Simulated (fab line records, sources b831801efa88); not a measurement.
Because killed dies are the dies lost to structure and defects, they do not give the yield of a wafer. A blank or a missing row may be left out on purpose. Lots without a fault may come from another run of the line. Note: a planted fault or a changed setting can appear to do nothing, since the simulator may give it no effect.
fab line records | flow sky130
[record] lots = 12 | wafers = 36 | last-day = 50
route steps=708 shown VT_ADJUST_LVTN@117 VT_ADJUST_NCORE@130 GATE_OXIDE@198 PAD_OPEN@708
lots that met no fault: taken from a fault-free run of the same line
start-h: the number of hours between the record's first day and the start of the first shown wafer of the lot | wait-h: hours from the lot's prior step to this one | " as in the row above | L1.1+2: one row covering several wafers at once | - no value, or no start given | * or withheld: withheld | < > ~ a bound
route shown NAME@n: names a module that has steps shown in the file, with the first one's number in the route | usual: mean/standard deviation of fault-free wafers | same: alike in all rows | chamber/n: place in a boat | sites: the reading at each site | _std_site: how widely they spread, as a standard deviation | _edge_site: outer sites' mean less inner sites' | radius-mm: how far each site lies from the wafer's centre | mask NAME#n: copy n | behind: the tool/chamber that last shaped the wafer | hold: the reason the lot was held/the length of the hold in hours/how it ended | device: the n, p or np transistor that did not switch | end of line: the tests these same wafers got at the end of their route | a step given without rows: its recipe and nothing more | killed: not the wafer's yield, but the dies lost to structure and defects at the first sort | map: shows each die of a wafer: x if killed, . if not, _ if none is there
set.NAME: the setting that was run; set.NAME@STEP: the one run at that earlier step | model.NAME: the simulator's own value behind a step, which no gauge read
one table for each step of the route and one row for each wafer, over a sample of lots
services: the hour from which a tool's chamber was out of use, counted from the record's first day as start-h (under 0 if before that day), plus the number of hours and why
[[steps]]
[step SKY_VT_ADJUST_LVTN_STRIP_20]
[recipe] chemistry = O2/N2 | power-w = 1400 | pressure-mtorr = 1500 | platen-temp-c = withheld | o2-flow-sccm = 3000 | n2-flow-sccm = 300 | overash-fraction = 0.5
[usual] drypump-motor-current-A = 5.6/0.62 | oes-product-au = 0.716/0.0041 | strip-time-to-endpoint-s = 14.19/0.039
[same] overash-fraction = 0.5
lot.wafer | tool            | chamber | start-h | wait-h | drypump-motor-current-A | oes-product-au | rf-hours-counter-h | strip-time-to-endpoint-s
L235.1    | plasma-asher-01 | 0       | 165.53  | 0.1    | 5.1                     | 0.717          | 35                 | 14.17
L235.4    | "               | 0       | "       | "      | 5.2                     | 0.720          | -                  | 14.16
L235.6    | "               | 1       | "       | "      | 6.3                     | 0.714          | -                  | 14.11
L236.1    | plasma-asher-04 | 0       | 169.60  | 0.1    | 4.8                     | 0.714          | 5                  | 14.22
L236.2    | "               | 1       | "       | "      | 6.2                     | 0.715          | 5                  | 14.21
L236.3    | "               | 0       | "       | "      | 4.9                     | 0.714          | -                  | 14.22
L237.3    | plasma-asher-04 | 0       | 185.90  | 0.1    | 4.8                     | 0.719          | -                  | 14.19
L237.5    | "               | 0       | "       | "      | 4.8                     | 0.716          | -                  | 14.18
L237.6    | "               | 1       | "       | "      | 6.2                     | 0.719          | -                  | 14.17
L238.2    | plasma-asher-01 | 0       | 189.83  | 0.1    | 5.2                     | 0.719          | 37                 | 14.18
L238.3    | "               | 0       | "       | "      | 5.2                     | 0.715          | -                  | 14.15
L238.5    | "               | 0       | "       | "      | 5.1                     | 0.716          | -                  | 14.16
L243.1    | plasma-asher-01 | 0       | 234.38  | 0.1    | 5.1                     | 0.724          | 41                 | 14.19
L243.4    | "               | 1       | "       | "      | 6.3                     | 0.720          | -                  | 14.20
L243.5    | "               | 1       | "       | "      | 6.3                     | 0.712          | -                  | 14.18
L247.1    | plasma-asher-03 | 1       | 250.02  | 0.1    | 5.9                     | 0.720          | 59                 | 14.14
L247.4    | "               | 1       | "       | "      | 5.8                     | 0.717          | -                  | 14.17
L247.6    | "               | 1       | "       | "      | 5.8                     | 0.719          | -                  | 14.14
L248.3    | plasma-asher-04 | 0       | 255.25  | 0.1    | 4.9                     | 0.713          | -                  | 14.25
L248.4    | "               | 1       | "       | "      | 6.2                     | 0.716          | -                  | 14.21
L248.6    | "               | 0       | "       | "      | 4.9                     | 0.719          | -                  | 14.24
L251.1    | plasma-asher-04 | 0       | 278.67  | 0.1    | 4.9                     | 0.704          | 16                 | 14.20
L251.4    | "               | 1       | "       | "      | 6.1                     | 0.721          | -                  | 14.15
L251.6    | "               | 1       | "       | "      | 6.2                     | 0.721          | -                  | 14.13
L253.2    | plasma-asher-04 | 0       | 297.02  | 0.1    | 4.9                     | 0.714          | 18                 | 14.20
L253.4    | "               | 1       | "       | "      | 6.1                     | 0.723          | -                  | 14.18
L253.5    | "               | 0       | "       | "      | 4.8                     | 0.716          | -                  | 14.18
L255.1    | plasma-asher-04 | 0       | 308.67  | 0.1    | 4.8                     | 0.711          | 19                 | 14.21
L255.3    | "               | 1       | "       | "      | 6.2                     | 0.712          | -                  | 14.21
L255.4    | "               | 0       | "       | "      | 4.8                     | 0.714          | -                  | 14.23
L256.2    | plasma-asher-03 | 1       | 313.43  | 0.1    | 5.8                     | 0.715          | 65                 | 14.15
L256.3    | "               | 0       | "       | "      | 4.8                     | 0.719          | -                  | 14.17
L256.4    | "               | 1       | "       | "      | 5.9                     | 0.711          | -                  | 14.20
L257.2    | plasma-asher-01 | 0       | 319.32  | 0.1    | 5.2                     | 0.714          | 50                 | 14.11
L257.5    | "               | 0       | "       | "      | 5.2                     | 0.714          | -                  | 14.14
L257.6    | "               | 1       | "       | "      | 6.3                     | 0.718          | -                  | 14.20
[step SKY_VT_ADJUST_LVTN_TW_MEAS_21]
[usual] VT_ADJUST_LVTN_2_TW = 188.5/1.3
lot.wafer | tool          | chamber | start-h | wait-h | VT_ADJUST_LVTN_2_TW
L235.1    | film-metro-04 | -       | 165.63  | 0.1    | 189.8
L235.4    | "             | -       | "       | "      | 190.1
L235.6    | "             | -       | "       | "      | 189.6
L236.1    | film-metro-04 | -       | 169.70  | 0.1    | 191.3
L236.2    | "             | -       | "       | "      | 189.4
L236.3    | "             | -       | "       | "      | 191.7
L237.3    | film-metro-01 | -       | 185.99  | 0.1    | 187.0
L237.5    | "             | -       | "       | "      | 186.5
L237.6    | "             | -       | "       | "      | 186.9
L238.2    | film-metro-01 | -       | 189.94  | 0.1    | 187.4
L238.3    | "             | -       | "       | "      | 187.2
L238.5    | "             | -       | "       | "      | 188.0
L243.1    | film-metro-04 | -       | 234.48  | 0.1    | 189.2
L243.4    | "             | -       | "       | "      | 190.2
L243.5    | "             | -       | "       | "      | 190.6
L247.1    | film-metro-02 | -       | 250.12  | 0.1    | 188.0
L247.4    | "             | -       | "       | "      | 188.8
L247.6    | "             | -       | "       | "      | 189.0
L248.3    | film-metro-02 | -       | 255.34  | 0.1    | 189.6
L248.4    | "             | -       | "       | "      | 190.2
L248.6    | "             | -       | "       | "      | 190.2
L251.1    | film-metro-01 | -       | 278.77  | 0.1    | 187.8
L251.4    | "             | -       | "       | "      | 188.2
L251.6    | "             | -       | "       | "      | 188.4
L253.2    | film-metro-02 | -       | 297.13  | 0.1    | 187.5
L253.4    | "             | -       | "       | "      | 189.8
L253.5    | "             | -       | "       | "      | 189.2
L255.1    | film-metro-01 | -       | 308.77  | 0.1    | 187.6
L255.3    | "             | -       | "       | "      | 188.6
L255.4    | "             | -       | "       | "      | 189.2
L256.2    | film-metro-01 | -       | 313.54  | 0.1    | 187.0
L256.3    | "             | -       | "       | "      | 187.3
L256.4    | "             | -       | "       | "      | 186.9
L257.2    | film-metro-04 | -       | 319.43  | 0.1    | 188.0
L257.5    | "             | -       | "       | "      | 187.3
L257.6    | "             | -       | "       | "      | 188.3
[step SKY_VT_ADJUST_NCORE_TW_MEAS_11]
[usual] VT_ADJUST_NCORE_TW = 219.4/1.4
lot.wafer | tool          | chamber | start-h | wait-h | VT_ADJUST_NCORE_TW
L235.1    | film-metro-01 | -       | 187.33  | 0.1    | 218.4
L235.4    | "             | -       | "       | "      | 216.7
L235.6    | "             | -       | "       | "      | 218.8
L236.1    | film-metro-04 | -       | 191.45  | 0.1    | 221.1
L236.2    | "             | -       | "       | "      | 222.3
L236.3    | "             | -       | "       | "      | 220.8
L237.3    | film-metro-03 | -       | 206.56  | 0.1    | 219.2
L237.5    | "             | -       | "       | "      | 219.6
L237.6    | "             | -       | "       | "      | 219.4
L238.2    | film-metro-03 | -       | 210.79  | 0.1    | 217.0
L238.3    | "             | -       | "       | "      | 219.2
L238.5    | "             | -       | "       | "      | 219.9
L243.1    | film-metro-04 | -       | 257.98  | 0.1    | 219.3
L243.4    | "             | -       | "       | "      | 219.9
L243.5    | "             | -       | "       | "      | 220.3
L247.1    | film-metro-04 | -       | 274.35  | 0.1    | 219.9
L247.4    | "             | -       | "       | "      | 220.4
L247.6    | "             | -       | "       | "      | 220.9
L248.3    | film-metro-04 | -       | 280.22  | 0.1    | 220.6
L248.4    | "             | -       | "       | "      | 220.6
L248.6    | "             | -       | "       | "      | 220.7
L251.1    | film-metro-04 | -       | 304.14  | 0.1    | 221.5
L251.4    | "             | -       | "       | "      | 221.2
L251.6    | "             | -       | "       | "      | 221.2
L253.2    | film-metro-03 | -       | 322.56  | 0.1    | 219.5
L253.4    | "             | -       | "       | "      | 220.1
L253.5    | "             | -       | "       | "      | 220.5
L255.1    | film-metro-03 | -       | 334.63  | 0.1    | 221.3
L255.3    | "             | -       | "       | "      | 221.6
L255.4    | "             | -       | "       | "      | 220.5
L256.2    | film-metro-04 | -       | 340.04  | 0.1    | 220.3
L256.3    | "             | -       | "       | "      | 221.5
L256.4    | "             | -       | "       | "      | 220.7
L257.2    | film-metro-03 | -       | 344.86  | 0.1    | 219.9
L257.5    | "             | -       | "       | "      | 219.0
L257.6    | "             | -       | "       | "      | 219.6
[step SKY_GATE_OXIDE_IMPLANT_11]
[recipe] species = B | energy-kev = 10 | dose-cm2 = 2.6e+12 | tilt-deg = withheld
[usual] dose-ions-cm2 = 2.5992e+12/2.8e+09 | faraday-current-uA = 14.66/0.29
[same] implant-ion-amu = 11
lot.wafer | tool         | chamber | start-h | wait-h | dose-ions-cm2 | faraday-current-uA
L235.1    | implanter-01 | 0       | 310.20  | 0.0    | 2.5983e+12    | 14.31
L235.4    | "            | 0       | "       | "      | 2.5986e+12    | 14.60
L235.6    | "            | 0       | "       | "      | 2.5964e+12    | 14.46
L236.1    | implanter-01 | 0       | 317.61  | 0.2    | 2.5971e+12    | 14.65
L236.2    | "            | 0       | "       | "      | 2.5974e+12    | 14.94
L236.3    | "            | 0       | "       | "      | 2.5955e+12    | 14.80
L237.3    | implanter-03 | 0       | 339.41  | 0.1    | 2.5982e+12    | 14.45
L237.5    | "            | 0       | "       | "      | 2.6005e+12    | 14.85
L237.6    | "            | 0       | "       | "      | 2.5942e+12    | 14.88
L238.2    | implanter-04 | 0       | 347.74  | 0.0    | 2.6014e+12    | 14.41
L238.3    | "            | 0       | "       | "      | 2.6005e+12    | 14.67
L238.5    | "            | 0       | "       | "      | 2.6006e+12    | 14.48
L243.1    | implanter-01 | 0       | 404.54  | 0.0    | 2.9853e+12    | 17.26
L243.4    | "            | 0       | "       | "      | 2.9853e+12    | 16.04
L243.5    | "            | 0       | "       | "      | 2.9863e+12    | 17.13
L247.1    | implanter-01 | 0       | 417.57  | 0.0    | 2.9808e+12    | 17.12
L247.4    | "            | 0       | "       | "      | 2.9828e+12    | 17.18
L247.6    | "            | 0       | "       | "      | 2.9845e+12    | 17.33
L248.3    | implanter-04 | 0       | 424.41  | 0.1    | 2.5959e+12    | 15.02
L248.4    | "            | 0       | "       | "      | 2.6002e+12    | 15.19
L248.6    | "            | 0       | "       | "      | 2.5992e+12    | 14.65
L251.1    | implanter-04 | 0       | 452.19  | 0.0    | 2.5927e+12    | 14.55
L251.4    | "            | 0       | "       | "      | 2.599e+12     | 14.71
L251.6    | "            | 0       | "       | "      | 2.5977e+12    | 14.44
L253.2    | implanter-01 | 0       | 475.32  | 0.0    | 2.6006e+12    | 14.47
L253.4    | "            | 0       | "       | "      | 2.5971e+12    | 14.51
L253.5    | "            | 0       | "       | "      | 2.5973e+12    | 14.44
L255.1    | implanter-04 | 0       | 489.99  | 0.0    | 2.5941e+12    | 14.66
L255.3    | "            | 0       | "       | "      | 2.5974e+12    | 15.18
L255.4    | "            | 0       | "       | "      | 2.5978e+12    | 14.22
L256.2    | implanter-01 | 0       | 499.79  | 0.0    | 2.5983e+12    | 14.72
L256.3    | "            | 0       | "       | "      | 2.5963e+12    | 15.00
L256.4    | "            | 0       | "       | "      | 2.5987e+12    | 14.11
L257.2    | implanter-03 | 0       | 501.34  | 0.0    | 2.6017e+12    | 14.72
L257.5    | "            | 0       | "       | "      | 2.5981e+12    | 15.05
L257.6    | "            | 0       | "       | "      | 2.6025e+12    | 14.87
[step SKY_GATE_OXIDE_TW_MEAS_14]
[usual] GATE_OXIDE_TW = 225.9/1.9
lot.wafer | tool          | chamber | start-h | wait-h | GATE_OXIDE_TW
L235.1    | film-metro-02 | -       | 310.55  | 0.1    | 225.7
L235.4    | "             | -       | "       | "      | 225.9
L235.6    | "             | -       | "       | "      | 224.7
L236.1    | film-metro-03 | -       | 317.96  | 0.1    | 228.2
L236.2    | "             | -       | "       | "      | 227.0
L236.3    | "             | -       | "       | "      | 226.1
L237.3    | film-metro-03 | -       | 339.73  | 0.1    | 225.0
L237.5    | "             | -       | "       | "      | 224.5
L237.6    | "             | -       | "       | "      | 226.0
L238.2    | film-metro-03 | -       | 348.09  | 0.1    | 225.4
L238.3    | "             | -       | "       | "      | 224.4
L238.5    | "             | -       | "       | "      | 224.7
L243.1    | film-metro-04 | -       | 404.90  | 0.1    | 238.5
L243.4    | "             | -       | "       | "      | 237.9
L243.5    | "             | -       | "       | "      | 238.7
L247.1    | film-metro-03 | -       | 418.01  | 0.1    | 235.3
L247.4    | "             | -       | "       | "      | 232.5
L247.6    | "             | -       | "       | "      | 234.9
L248.3    | film-metro-02 | -       | 424.73  | 0.1    | 222.9
L248.4    | "             | -       | "       | "      | 224.5
L248.6    | "             | -       | "       | "      | 223.7
L251.1    | film-metro-03 | -       | 452.55  | 0.1    | 224.6
L251.4    | "             | -       | "       | "      | 224.5
L251.6    | "             | -       | "       | "      | 224.6
L253.2    | film-metro-02 | -       | 475.66  | 0.1    | 225.7
L253.4    | "             | -       | "       | "      | 224.7
L253.5    | "             | -       | "       | "      | 225.8
L255.1    | film-metro-02 | -       | 490.35  | 0.1    | 225.6
L255.3    | "             | -       | "       | "      | 225.1
L255.4    | "             | -       | "       | "      | 224.0
L256.2    | film-metro-04 | -       | 500.12  | 0.1    | 229.8
L256.3    | "             | -       | "       | "      | 228.5
L256.4    | "             | -       | "       | "      | 228.4
L257.2    | film-metro-03 | -       | 501.67  | 0.1    | 224.4
L257.5    | "             | -       | "       | "      | 225.5
L257.6    | "             | -       | "       | "      | 225.6
[step SKY_PAD_OPEN_PROBE_99]
[usual] killed_at_M0_to_M3 = 44/7.5 | killed_at_M4_up = 2.9/1.8 | killed-at-contacts = 24/5.1 | killed-at-front-end = 16/4.7 | killed-at-other = 0.3/0.46 | killed-dies = 87/9.9 | killed-open = 47/8 | killed-short = 39/6.3
[same] gross-dies = 492 | killed-at-back-side = 0
lot.wafer | tool      | chamber | start-h | wait-h | killed_at_M0_to_M3 | killed_at_M4_up | killed-at-contacts | killed-at-front-end | killed-at-other | killed-dies | killed-open | killed-short
L243.1    | prober-01 | -       | 1147.52 | 0.1    | 42                 | 3               | 22                 | 15                  | 0               | 82          | 49          | 33
L243.4    | prober-01 | -       | 1147.67 | 0.2    | 45                 | 3               | 20                 | 15                  | 0               | 83          | 49          | 34
L243.5    | prober-01 | -       | 1147.72 | 0.2    | 36                 | 2               | 21                 | 18                  | 0               | 77          | 37          | 40
// killed by level:class
L243.1 VIA1:geometric-particle:open=14 CONTACT:geometric-particle:open=9 METAL2:geometric-particle:short=7 VIA2:geometric-particle:open=6 LI_CONTACT:geometric-particle:open=5 FIELD_ISO:geometric-particle:short=4 POLY_GATE:geometric-particle:open=4 CONTACT:geometric-particle:short=4
L243.4 VIA1:geometric-particle:open=10 VIA2:geometric-particle:open=9 CONTACT:geometric-particle:open=8 POLY_GATE:geometric-particle:short=5 METAL1:geometric-particle:short=5 VIA3:geometric-particle:open=5 SPACER:geometric-particle:open=4 VIA1:geometric-particle:short=4
L243.5 VIA1:geometric-particle:open=7 VIA2:geometric-particle:open=7 CONTACT:geometric-particle:short=6 LI_CONTACT:geometric-particle:open=5 CONTACT:geometric-particle:open=5 FIELD_ISO:geometric-particle:open=4 SPACER:geometric-particle:short=4 LI_CONTACT:geometric-particle:short=4
[[services]]
tool            | chamber | start-h | hours | kind
plasma-asher-04 | -       | 147.76  | 0.4   | repair
plasma-asher-01 | -       | 178.91  | 0.8   | repair
plasma-asher-01 | -       | 191.17  | 1.7   | repair
plasma-asher-01 | -       | 210.35  | 4.4   | repair
implanter-01    | -       | 220.34  | 1.6   | repair
plasma-asher-04 | -       | 233.67  | 2.2   | repair
implanter-01    | -       | 240.66  | 24.4  | pm
implanter-04    | -       | 247.83  | 2.5   | pm
implanter-01    | -       | 285.30  | 1.8   | repair
implanter-04    | -       | 304.21  | 1.4   | repair
implanter-03    | -       | 314.74  | 3.3   | repair
plasma-asher-01 | -       | 366.47  | 4.3   | pm
implanter-03    | -       | 371.56  | 1.6   | repair
plasma-asher-01 | -       | 374.77  | 24.6  | pm
plasma-asher-01 | -       | 399.42  | 15.6  | pm
plasma-asher-03 | -       | 402.37  | 28.1  | pm
plasma-asher-03 | -       | 430.47  | 9.0   | pm
plasma-asher-03 | 0       | 430.47  | 9.0   | vent-cycle
plasma-asher-03 | 1       | 430.47  | 9.0   | vent-cycle
implanter-03    | -       | 431.88  | 1.6   | repair
implanter-01    | -       | 459.96  | 3.3   | pm
plasma-asher-03 | -       | 475.91  | 0.8   | repair
implanter-04    | -       | 480.13  | 4.5   | pm
implanter-04    | -       | 492.84  | 2.3   | repair
[[key]]
[first-sign] step = SKY_GATE_OXIDE_IMPLANT_11 | reading = dose-ions-cm2 | direction = up | sigmas = 99+ | usual = * | struck = *
[effect] step = SKY_GATE_OXIDE_IMPLANT_11 | reading = faraday-current-uA | direction = up | sigmas = 8.1 | usual = 14.66 | struck = 17.01
[effect] step = SKY_GATE_OXIDE_TW_MEAS_14 | reading = GATE_OXIDE_TW | direction = up | sigmas = 5.4 | usual = 225.9 | struck = 236.3
met-at SKY_GATE_OXIDE_IMPLANT_11
struck-lots L243,L247
tester-left-out L243,L247
not-acting-at SKY_VT_ADJUST_LVTN_STRIP_20,SKY_VT_ADJUST_LVTN_TW_MEAS_21,SKY_VT_ADJUST_NCORE_TW_MEAS_11
onset-between 317.61 404.54
[fault] kind = process-parameter-drift | tool = implanter-01 | chamber = - | onset-h = 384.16 | steps = SKY_GATE_OXIDE_IMPLANT_11 | channel = dose-cm2 | offset = * | shape = step | end-h = 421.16 | acts-in = * | stated = *
// tester-left-out: of these lots the tester's yield and bins aren't shown, on N5 and GAA mostly nor the transistor test; their killed dies are dies lost to structure and defects alone, not to doping, threshold or leakage, so they don't give the yield
